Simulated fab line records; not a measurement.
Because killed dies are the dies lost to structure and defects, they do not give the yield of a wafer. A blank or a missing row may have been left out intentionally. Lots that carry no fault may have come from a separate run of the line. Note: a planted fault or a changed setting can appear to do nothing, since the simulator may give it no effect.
fab line records -- flow sky130
record lots=13, wafers=39, last_day=50
route steps=708 shown RES_XHIGH@339 SD_N@349 LI_CONTACT@365 PAD_OPEN@708
lots that met no fault: from a run of the same line without faults
start_h: hours from the record's first day to the start of the lot's first wafer shown -- wait_h: hours from the lot's prior step to this one -- " the same as in the row above -- L1.1+2: several wafers, shown together as one row -- - value missing, or start not given -- * or withheld: withheld -- < > ~ a bound
route shown NAME@n: a module of which the file shows steps, and the number in the route of the first -- usual: mean/standard deviation of fault-free wafers -- same: alike in all rows -- chamber/n: place in a boat -- sites: the reading at each site -- _std_site: the standard deviation of these -- _edge_site: the outer-site mean with the inner-site mean subtracted -- radius_mm: for every site, how far away it sits from the centre of the wafer -- mask NAME#n: copy n -- behind: the tool/chamber that last shaped the wafer -- hold: cause of the lot's hold/its duration in hours/its outcome -- device: the transistor (n, p or np) that didn't switch -- end of line: at the end of the route, the tests of the same wafers -- a step with no rows: only its recipe -- killed: dies lost to structure and defects at the first sort, not the wafer's yield -- map: per-die view of a wafer (x killed, . not killed, _ where there is no die)
set.NAME: the run value of the setting; set.NAME@STEP: its run value at that earlier step -- model.NAME: the simulator's own value behind a step, which no gauge read
route steps across a sampled set of lots; one table per step, one row per wafer
services: from which hour (start_h, from the record's first day; less than 0 if before it) a tool's chamber was out of use, for how many hours, and why
## steps
# step SKY_RES_XHIGH_IMPLANT_07
# recipe species=BF2, energy_kev=20, dose_cm2=3.6e+14, tilt_deg=0
# same implant_ion_amu=49
lot.wafer,tool,chamber,start_h,wait_h
L944.1+3+4,implanter-04,0,613.00,0.1
L945.4+5+6,implanter-03,0,617.77,0.1
L946.3+5+6,implanter-03,0,635.89,0.1
L947.1+5+6,implanter-03,0,638.89,0.1
L950.1+3+4,implanter-03,0,669.05,0.1
L959.1+2+4,implanter-03,0,746.30,0.1
L960.2+3+6,implanter-01,0,752.25,0.1
L961.1+4+5,implanter-03,0,758.50,0.1
L962.3+4+5,implanter-01,0,765.30,0.1
L963.1+2+5,implanter-03,0,768.13,0.1
L965.1+3+4,implanter-03,0,777.93,0.1
L966.1+2+5,implanter-04,0,790.09,0.1
L967.2+4+6,implanter-01,0,807.21,0.1
# step SKY_SD_N_CD_MEAS_07
# recipe target_cd_nm=380
# usual cd_nm=380.3/2.9
lot.wafer,tool,chamber,start_h,wait_h,cd_nm
L944.1,cd_sem-02,-,641.83,0.1,377.6
L944.3,cd_sem-02,-,641.83,0.1,378.4
L944.4,cd_sem-02,-,641.83,0.1,377.3
L945.4,cd_sem-02,-,646.49,0.1,382.8
L945.5,cd_sem-02,-,646.49,0.1,380.2
L945.6,cd_sem-02,-,646.49,0.1,381.7
L946.3,cd_sem-02,-,664.62,0.1,379.0
L946.5,cd_sem-02,-,664.62,0.1,377.7
L946.6,cd_sem-02,-,664.62,0.1,378.6
L947.1,cd_sem-02,-,667.68,0.1,379.9
L947.5,cd_sem-02,-,667.68,0.1,378.8
L947.6,cd_sem-02,-,667.68,0.1,378.0
L950.1,cd_sem-01,-,697.26,0.1,380.8
L950.3,cd_sem-01,-,697.26,0.1,381.7
L950.4,cd_sem-01,-,697.26,0.1,381.2
L959.1,cd_sem-01,-,773.36,0.1,378.9
L959.2,cd_sem-01,-,773.36,0.1,380.8
L959.4,cd_sem-01,-,773.36,0.1,379.5
L960.2,cd_sem-02,-,779.66,0.1,381.3
L960.3,cd_sem-02,-,779.66,0.1,382.6
L960.6,cd_sem-02,-,779.66,0.1,380.6
L961.1,cd_sem-01,-,785.16,0.1,378.2
L961.4,cd_sem-01,-,785.16,0.1,379.1
L961.5,cd_sem-01,-,785.16,0.1,376.8
L962.3,cd_sem-02,-,791.93,0.1,388.6
L962.4,cd_sem-02,-,791.93,0.1,388.9
L962.5,cd_sem-02,-,791.93,0.1,387.8
L963.1,cd_sem-01,-,794.66,0.1,382.0
L963.2,cd_sem-01,-,794.66,0.1,382.7
L963.5,cd_sem-01,-,794.66,0.1,381.4
L965.1,cd_sem-01,-,804.38,0.1,380.3
L965.3,cd_sem-01,-,804.38,0.1,380.6
L965.4,cd_sem-01,-,804.38,0.1,380.7
L966.1,cd_sem-01,-,816.41,0.1,371.9
L966.2,cd_sem-01,-,816.41,0.1,373.9
L966.5,cd_sem-01,-,816.41,0.1,375.0
L967.2,cd_sem-02,-,833.58,0.1,378.3
L967.4,cd_sem-02,-,833.58,0.1,379.9
L967.6,cd_sem-02,-,833.58,0.1,380.1
# step SKY_SD_N_STRIP_11
# recipe chemistry=O2/N2, power_w=1400, pressure_mtorr=1500, platen_temp_c=withheld, o2_flow_sccm=3000, n2_flow_sccm=300, overash_fraction=0.5
# usual drypump_motor_current_A=5.77/0.28, oes_product_au=0.528/0.0048, strip_time_to_endpoint_s=22.49/0.047
# same overash_fraction=0.5
lot.wafer,tool,chamber,start_h,wait_h,drypump_motor_current_A,oes_product_au,rf_hours_counter_h,strip_time_to_endpoint_s
L944.1,plasma_asher-03,1,642.29,0.1,5.47,0.532,54,22.54
L944.3,plasma_asher-03,0,642.29,0.1,5.75,0.531,-,22.51
L944.4,plasma_asher-03,1,642.29,0.1,5.47,0.528,-,22.54
L945.4,plasma_asher-02,1,646.92,0.1,5.79,0.528,-,22.55
L945.5,plasma_asher-02,0,646.92,0.1,5.62,0.527,-,22.54
L945.6,plasma_asher-02,1,646.92,0.1,5.78,0.535,-,22.54
L946.3,plasma_asher-04,0,665.07,0.1,6.43,0.529,-,22.51
L946.5,plasma_asher-04,1,665.07,0.1,6.18,0.529,-,22.45
L946.6,plasma_asher-04,0,665.07,0.1,6.42,0.527,-,22.51
L947.1,plasma_asher-03,0,668.14,0.1,5.73,0.526,57,22.46
L947.5,plasma_asher-03,1,668.14,0.1,5.45,0.536,-,22.48
L947.6,plasma_asher-03,0,668.14,0.1,5.75,0.537,-,22.48
L950.1,plasma_asher-03,0,697.72,0.1,5.71,0.530,60,22.54
L950.3,plasma_asher-03,0,697.72,0.1,5.71,0.533,-,22.48
L950.4,plasma_asher-03,1,697.72,0.1,5.48,0.524,-,22.53
L959.1,plasma_asher-02,0,773.82,0.1,5.59,0.526,91,22.48
L959.2,plasma_asher-02,1,773.82,0.1,5.77,0.535,91,22.43
L959.4,plasma_asher-02,1,773.82,0.1,5.78,0.527,-,22.49
L960.2,plasma_asher-03,1,780.09,0.1,5.46,0.528,68,22.56
L960.3,plasma_asher-03,0,780.09,0.1,5.78,0.534,-,22.51
L960.6,plasma_asher-03,0,780.09,0.1,5.75,0.531,-,22.52
L961.1,plasma_asher-04,1,785.62,0.1,6.19,0.521,35,22.54
L961.4,plasma_asher-04,0,785.62,0.1,6.48,0.534,-,22.50
L961.5,plasma_asher-04,0,785.62,0.1,6.47,0.529,-,22.57
L962.3,plasma_asher-04,1,792.37,0.1,6.17,0.530,-,22.49
L962.4,plasma_asher-04,0,792.37,0.1,6.47,0.531,-,22.47
L962.5,plasma_asher-04,1,792.37,0.1,6.21,0.523,-,22.49
L963.1,plasma_asher-02,0,795.12,0.1,5.61,0.531,93,22.51
L963.2,plasma_asher-02,1,795.12,0.1,5.79,0.529,93,22.54
L963.5,plasma_asher-02,0,795.12,0.1,5.61,0.539,-,22.51
L965.1,plasma_asher-02,1,804.84,0.1,5.80,0.524,94,22.49
L965.3,plasma_asher-02,0,804.84,0.1,5.63,0.521,-,22.52
L965.4,plasma_asher-02,1,804.84,0.1,5.75,0.530,-,22.48
L966.1,plasma_asher-03,1,816.87,0.1,5.49,0.526,72,22.46
L966.2,plasma_asher-03,0,816.87,0.1,5.75,0.524,72,22.46
L966.5,plasma_asher-03,0,816.87,0.1,5.73,0.525,-,22.45
L967.2,plasma_asher-02,0,834.02,0.1,5.64,0.527,97,22.45
L967.4,plasma_asher-02,1,834.02,0.1,5.78,0.525,-,22.45
L967.6,plasma_asher-02,1,834.02,0.1,5.80,0.534,-,22.48
# step SKY_SD_N_RS_MEAS_18
# recipe thk_meas_gauge=four-point-probe
# usual RES_XHIGH_RS=332.9/1.2
lot.wafer,tool,chamber,start_h,wait_h,RES_XHIGH_RS[ohm/sq]
L944.1,film_metro-02,-,642.91,0.1,333.6
L944.3,film_metro-02,-,642.91,0.1,331.6
L944.4,film_metro-02,-,642.91,0.1,332.8
L945.4,film_metro-03,-,647.57,0.1,331.8
L945.5,film_metro-03,-,647.57,0.1,332.6
L945.6,film_metro-03,-,647.57,0.1,331.1
L946.3,film_metro-03,-,665.70,0.1,330.1
L946.5,film_metro-03,-,665.70,0.1,330.5
L946.6,film_metro-03,-,665.70,0.1,331.1
L947.1,film_metro-03,-,668.76,0.1,333.0
L947.5,film_metro-03,-,668.76,0.1,330.6
L947.6,film_metro-03,-,668.76,0.1,332.1
L950.1,film_metro-03,-,698.34,0.1,344.6
L950.3,film_metro-03,-,698.34,0.1,345.0
L950.4,film_metro-03,-,698.34,0.1,330.4
L959.1,film_metro-02,-,774.45,0.1,331.6
L959.2,film_metro-02,-,774.45,0.1,332.7
L959.4,film_metro-02,-,774.45,0.1,332.4
L960.2,film_metro-03,-,780.73,0.1,333.2
L960.3,film_metro-03,-,780.73,0.1,332.4
L960.6,film_metro-03,-,780.73,0.1,332.9
L961.1,film_metro-04,-,786.25,0.1,332.2
L961.4,film_metro-04,-,786.25,0.1,332.4
L961.5,film_metro-04,-,786.25,0.1,332.8
L962.3,film_metro-03,-,793.01,0.1,332.7
L962.4,film_metro-03,-,793.01,0.1,332.7
L962.5,film_metro-03,-,793.01,0.1,333.4
L963.1,film_metro-04,-,795.74,0.1,335.0
L963.2,film_metro-04,-,795.74,0.1,334.3
L963.5,film_metro-04,-,795.74,0.1,333.8
L965.1,film_metro-02,-,805.46,0.1,335.0
L965.3,film_metro-02,-,805.46,0.1,335.3
L965.4,film_metro-02,-,805.46,0.1,334.3
L966.1,film_metro-03,-,817.50,0.1,333.2
L966.2,film_metro-03,-,817.50,0.1,333.2
L966.5,film_metro-03,-,817.50,0.1,333.8
L967.2,film_metro-02,-,834.67,0.1,333.2
L967.4,film_metro-02,-,834.67,0.1,332.6
L967.6,film_metro-02,-,834.67,0.1,331.5
# step SKY_LI_CONTACT_BOW_MEAS_03
# recipe mode=bow
# usual LI_CONTACT_BOW=55/7.1
lot.wafer,tool,chamber,start_h,wait_h,LI_CONTACT_BOW[um]
L944.1,film_metro-02,-,643.51,0.2,75
L944.3,film_metro-02,-,643.51,0.2,58
L944.4,film_metro-02,-,643.51,0.2,55
L945.4,film_metro-03,-,648.17,0.2,51
L945.5,film_metro-03,-,648.17,0.2,65
L945.6,film_metro-03,-,648.17,0.2,62
L946.3,film_metro-02,-,666.30,0.2,53
L946.5,film_metro-02,-,666.30,0.2,62
L946.6,film_metro-02,-,666.30,0.2,52
L947.1,film_metro-02,-,669.37,0.2,61
L947.5,film_metro-02,-,669.37,0.2,58
L947.6,film_metro-02,-,669.37,0.2,58
L950.1,film_metro-03,-,698.94,0.1,66
L950.3,film_metro-03,-,698.94,0.1,61
L950.4,film_metro-03,-,698.94,0.1,62
L959.1,film_metro-04,-,775.05,0.1,56
L959.2,film_metro-04,-,775.05,0.1,48
L959.4,film_metro-04,-,775.05,0.1,57
L960.2,film_metro-03,-,781.33,0.2,64
L960.3,film_metro-03,-,781.33,0.2,65
L960.6,film_metro-03,-,781.33,0.2,68
L961.1,film_metro-04,-,786.85,0.1,50
L961.4,film_metro-04,-,786.85,0.1,62
L961.5,film_metro-04,-,786.85,0.1,67
L962.3,film_metro-04,-,793.61,0.2,59
L962.4,film_metro-04,-,793.61,0.2,53
L962.5,film_metro-04,-,793.61,0.2,38
L963.1,film_metro-04,-,796.35,0.2,48
L963.2,film_metro-04,-,796.35,0.2,47
L963.5,film_metro-04,-,796.35,0.2,48
L965.1,film_metro-04,-,806.06,0.2,71
L965.3,film_metro-04,-,806.06,0.2,56
L965.4,film_metro-04,-,806.06,0.2,52
L966.1,film_metro-03,-,818.19,0.2,47
L966.2,film_metro-03,-,818.19,0.2,48
L966.5,film_metro-03,-,818.19,0.2,50
L967.2,film_metro-02,-,835.27,0.1,57
L967.4,film_metro-02,-,835.27,0.1,51
L967.6,film_metro-02,-,835.27,0.1,55
# step SKY_PAD_OPEN_PROBE_99
# usual killed_at_M0_to_M3=43/6.4, killed_at_M4_up=3.5/1.8, killed_at_contacts=25/5.7, killed_at_front_end=15/3.9, killed_at_other=0.3/0.67, killed_dies=87/8.6, killed_open=47/6.7, killed_short=39/5.9
# same gross_dies=492, killed_at_back_side=0
lot.wafer,tool,chamber,start_h,wait_h,killed_at_M0_to_M3,killed_at_M4_up,killed_at_contacts,killed_at_front_end,killed_at_other,killed_dies,killed_open,killed_short
L947.1,prober-01,-,1091.06,0.1,42,1,24,14,2,83,44,39
L947.5,prober-01,-,1091.26,0.2,44,2,20,21,0,87,47,40
L947.6,prober-01,-,1091.31,0.2,46,2,36,20,0,104,61,43
# killed by level:class
L947.1 LI_CONTACT:geometric_particle:open=9 VIA3:geometric_particle:open=9 POLY_GATE:geometric_particle:short=6 CONTACT:geometric_particle:open=6 VIA1:geometric_particle:open=6 METAL2:geometric_particle:short=6 METAL1:geometric_particle:short=5 VIA2:geometric_particle:short=5
L947.5 METAL2:geometric_particle:short=8 CONTACT:geometric_particle:open=8 VIA1:geometric_particle:open=7 VIA2:geometric_particle:open=6 FIELD_ISO:geometric_particle:open=5 LI_CONTACT:geometric_particle:open=5 METAL1:geometric_particle:short=5 VIA1:geometric_particle:short=5
L947.6 CONTACT:geometric_particle:open=12 VIA3:geometric_particle:open=9 LI_CONTACT:geometric_particle:open=8 VIA1:geometric_particle:open=8 VIA2:geometric_particle:open=8 LOCAL_INTERCONNECT:geometric_particle:short=7 POLY_GATE:geometric_particle:open=6 CONTACT:geometric_particle:short=6
## services
tool,chamber,start_h,hours,kind
implanter-04,-,593.93,3.0,pm
implanter-01,-,627.38,16.9,repair
implanter-04,-,634.06,6.8,repair
implanter-04,-,651.56,127.5,pm
implanter-01,-,714.79,4.3,repair
plasma_asher-04,-,729.52,6.2,repair
plasma_asher-04,-,731.12,1.5,repair
implanter-03,-,737.63,2.0,repair
plasma_asher-04,-,759.80,0.3,repair
implanter-01,-,776.35,5.6,repair
implanter-01,-,792.94,1.9,repair
implanter-03,-,793.49,5.2,pm
plasma_asher-03,-,794.89,1.0,repair
implanter-01,-,800.93,3.7,repair
implanter-04,-,820.74,7.4,repair
## key
first_sign step=SKY_SD_N_RS_MEAS_18, reading=RES_XHIGH_RS, direction=up, sigmas=10, usual=332.9, struck=344.8
effect none on later readings
met_at SKY_RES_XHIGH_IMPLANT_07
struck_lots L950
struck_wafers L950.1,L950.3
tester_left_out L950
not_acting_at SKY_SD_N_CD_MEAS_07,SKY_SD_N_STRIP_11,SKY_LI_CONTACT_BOW_MEAS_03
onset_between 638.89 669.05
fault kind=process_parameter_drift, tool=implanter-03, chamber=-, onset_h=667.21, steps=SKY_RES_XHIGH_IMPLANT_07, channel=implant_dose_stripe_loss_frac, offset=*, shape=step, end_h=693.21, scope=struck_wafers_only
# tester_left_out: of these lots the tester's yield and bins aren't shown, on N5 and GAA mostly nor the transistor test; their killed dies are dies lost to structure and defects alone, not to doping, threshold or leakage, so they don't give the yield
